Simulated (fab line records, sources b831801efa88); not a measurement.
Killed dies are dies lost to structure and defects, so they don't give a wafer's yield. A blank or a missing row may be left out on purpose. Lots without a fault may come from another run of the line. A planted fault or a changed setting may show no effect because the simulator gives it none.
Which tool did it? | flow gf180mcu | 14 lots, 42 wafers sampled, at 6 steps of a route of 602

WHAT THE GAUGES READ, wafer by wafer
GF_HV_LDD_CD_MEAS_31: target cd 400 nm. Usual: cd_nm 402.2 nm, standard deviation 2.1.
lot  | measured     | on        | cd_nm (nm)        | flag
L847 | day 11 19:55 | cd_sem-02 | 404.7 402.8 403.6 |
L848 | day 12 00:01 | cd_sem-02 | 402.0 403.4 401.1 |
L849 | day 12 07:04 | cd_sem-01 | 404.7 402.3 402.1 |
L850 | day 12 14:53 | cd_sem-01 | 402.4 402.8 402.6 |
L853 | day 13 11:30 | cd_sem-01 | 401.6 399.2 399.9 |
L854 | day 13 23:46 | cd_sem-01 | 401.6 400.1 402.6 |
L855 | day 14 00:27 | cd_sem-01 | 406.0 404.8 407.2 |
L856 | day 14 05:58 | cd_sem-02 | 402.6 401.6 403.9 |
L857 | day 14 20:31 | cd_sem-01 | 397.8 397.8 399.1 |
L859 | day 15 11:34 | cd_sem-02 | 401.8 402.3 403.7 |
L864 | day 17 09:31 | cd_sem-02 | 405.6 404.7 404.0 |
L865 | day 17 14:41 | cd_sem-01 | 398.7 400.7 399.3 |
L866 | day 17 22:38 | cd_sem-01 | 404.8 402.4 400.9 |
L867 | day 18 08:43 | cd_sem-02 | 400.6 399.3 398.8 |

GF_HV_LDD_TW_MEAS_38. Usual: HV_LDD_3_TW 1428, standard deviation 7.7.
lot  | measured     | on            | HV_LDD_3_TW    | flag
L847 | day 11 20:46 | film_metro-01 | 1416 1424 1419 |
L848 | day 12 00:52 | film_metro-01 | 1426 1422 1428 |
L849 | day 12 07:55 | film_metro-01 | 1414 1422 1416 |
L850 | day 12 15:43 | film_metro-02 | 1419 1425 1424 |
L853 | day 13 12:20 | film_metro-01 | 1421 1415 1416 |
L854 | day 14 00:37 | film_metro-02 | 1430 1431 1425 |
L855 | day 14 01:17 | film_metro-04 | 1420 1426 1424 |
L856 | day 14 06:49 | film_metro-01 | 1426 1429 1434 |
L857 | day 14 21:22 | film_metro-01 | 1436 1425 1440 |
L859 | day 15 12:25 | film_metro-04 | 1426 1433 1431 |
L864 | day 17 10:22 | film_metro-02 | 1311 1317 1314 | OFF
L865 | day 17 15:31 | film_metro-01 | 1311 1312 1308 | OFF
L866 | day 17 23:28 | film_metro-01 | 1306 1306 1313 | OFF
L867 | day 18 09:34 | film_metro-02 | 1330 1335 1330 | OFF

GF_HV_LDD_RS_MEAS_53: measures by four-point-probe. Usual: HV_LDD_RS 417.6 ohm/sq, standard deviation 1.2.
lot  | measured     | on            | HV_LDD_RS (ohm/sq) | flag
L847 | day 12 16:23 | film_metro-02 | 417.8 419.3 417.1  |
L848 | day 12 20:57 | film_metro-02 | 417.5 419.3 418.2  |
L849 | day 13 04:05 | film_metro-04 | 418.8 418.9 418.3  |
L850 | day 13 12:32 | film_metro-01 | 416.4 415.8 416.0  |
L853 | day 14 09:08 | film_metro-04 | 418.6 418.2 416.8  |
L854 | day 14 22:02 | film_metro-01 | 417.4 417.0 415.7  |
L855 | day 14 22:37 | film_metro-01 | 415.6 416.4 416.8  |
L856 | day 15 04:08 | film_metro-04 | 418.0 417.7 418.2  |
L857 | day 15 19:23 | film_metro-04 | 416.5 416.9 416.7  |
L859 | day 16 10:59 | film_metro-01 | 415.4 415.0 415.3  |
L864 | day 18 09:43 | film_metro-01 | - - -              | OFF
L865 | day 18 16:01 | film_metro-04 | - - -              | OFF
L866 | day 18 23:46 | film_metro-02 | - - -              | OFF
L867 | day 19 09:59 | film_metro-04 | - - -              | OFF

GF_M1_RS_MEAS_05: measures by four-point-probe. Usual: M1_ALCU_RS 0.0698 ohm/sq, standard deviation 0.00085.
lot  | measured     | on            | M1_ALCU_RS (ohm/sq)  | flag
L847 | day 16 10:49 | film_metro-03 | 0.0698 0.0703 0.0707 |
L848 | day 16 15:41 | film_metro-04 | 0.0701 0.0700 0.0703 |
L849 | day 16 23:05 | film_metro-02 | 0.0691 0.0697 0.0690 |
L850 | day 17 09:12 | film_metro-03 | 0.0705 0.0683 0.0701 |
L853 | day 18 10:16 | film_metro-03 | 0.0709 0.0696 0.0695 |
L854 | day 19 00:47 | film_metro-02 | 0.0696 0.0685 0.0695 |
L855 | day 19 02:20 | film_metro-02 | 0.0695 0.0691 0.0692 |
L856 | day 19 06:59 | film_metro-02 | 0.0701 0.0692 0.0688 |
L857 | day 20 00:41 | film_metro-02 | 0.0698 0.0693 0.0692 |
L859 | day 20 17:59 | film_metro-03 | 0.0676 0.0686 0.0678 |
L864 | day 22 17:29 | film_metro-03 | 0.0707 0.0697 0.0699 |
L865 | day 22 22:05 | film_metro-04 | 0.0696 0.0702 0.0704 |
L866 | day 23 06:23 | film_metro-03 | 0.0701 0.0714 0.0703 |
L867 | day 23 14:40 | film_metro-03 | 0.0689 0.0686 0.0682 |

GF_M1_OVL_MEAS_15. Usual: M1_OVL -3 nm, standard deviation 4.8.
lot  | measured     | on         | M1_OVL (nm) | flag
L847 | day 17 09:31 | overlay-02 | -11 -4 1    |
L848 | day 17 14:56 | overlay-01 | -4 2 -10    |
L849 | day 17 21:27 | overlay-01 | -8 -2 9     |
L850 | day 18 08:24 | overlay-02 | 2 2 -2      |
L853 | day 19 10:29 | overlay-02 | -5 2 -2     |
L854 | day 20 01:41 | overlay-01 | -10 -2 -10  |
L855 | day 20 02:41 | overlay-02 | 2 -6 -1     |
L856 | day 20 07:15 | overlay-02 | -15 -11 -7  |
L857 | day 21 00:53 | overlay-01 | -1 -7 -4    |
L859 | day 21 18:28 | overlay-02 | -7 -6 -5    |
L864 | day 23 16:59 | overlay-01 | -10 -10 6   |
L865 | day 23 21:03 | overlay-01 | 5 -2 -1     |
L866 | day 24 05:04 | overlay-02 | -3 1 6      |
L867 | day 24 13:23 | overlay-01 | -1 0 4      |

WHICH TOOL RAN EACH LOT (tool, then ch and the chambers of the sampled wafers, then the start)
lot  | GF_HV_LDD_IMPLANT_36
L847 | implanter-01 ch 0, day 11 20:31
L848 | implanter-01 ch 0, day 12 00:37
L849 | implanter-02 ch 0, day 12 07:40
L850 | implanter-01 ch 0, day 12 15:29
L853 | implanter-01 ch 0, day 13 12:07
L854 | implanter-02 ch 0, day 14 00:22
L855 | implanter-01 ch 0, day 14 01:04
L856 | implanter-01 ch 0, day 14 06:34
L857 | implanter-02 ch 0, day 14 21:07
L859 | implanter-01 ch 0, day 15 12:10
L864 | implanter-01 ch 0, day 17 10:07
L865 | implanter-01 ch 0, day 17 15:17
L866 | implanter-02 ch 0, day 17 23:14
L867 | implanter-01 ch 0, day 18 09:19
- GF_HV_LDD_IMPLANT_36

WHAT THE TOOLS THEMSELVES READ (means of the sampled wafers that have a number; where no wafer has one, the mark that the record gives instead)
The record holds no such reading with a usual standard deviation.

THE ANSWER, worked out from the rows above alone
Rule: a lot is off if the mean of its wafers that have a number lies more than 3 standard deviations from the usual mean. A lot without any number at a reading at which 4 lots or more have one is off too. The other lots that the step has rows for count as sound. The gauges are gone through in route order, then the tools' own readings, and for those a lot's mean is taken as printed above. The first step at which some lot is off is used, and at that step the reading that is off furthest; a lot without a number counts as furthest.
Off: L864, L865, L866, L867, at GF_HV_LDD_TW_MEAS_38 (HV_LDD_3_TW).
A tool fits if, at a process step before that reading, it ran every lot that is off, and no sound lot after the first of them. The gauges at GF_HV_LDD_TW_MEAS_38 are tried like those tools. None of those tried fits.

WHAT THE SIMULATOR HAD PUT IN
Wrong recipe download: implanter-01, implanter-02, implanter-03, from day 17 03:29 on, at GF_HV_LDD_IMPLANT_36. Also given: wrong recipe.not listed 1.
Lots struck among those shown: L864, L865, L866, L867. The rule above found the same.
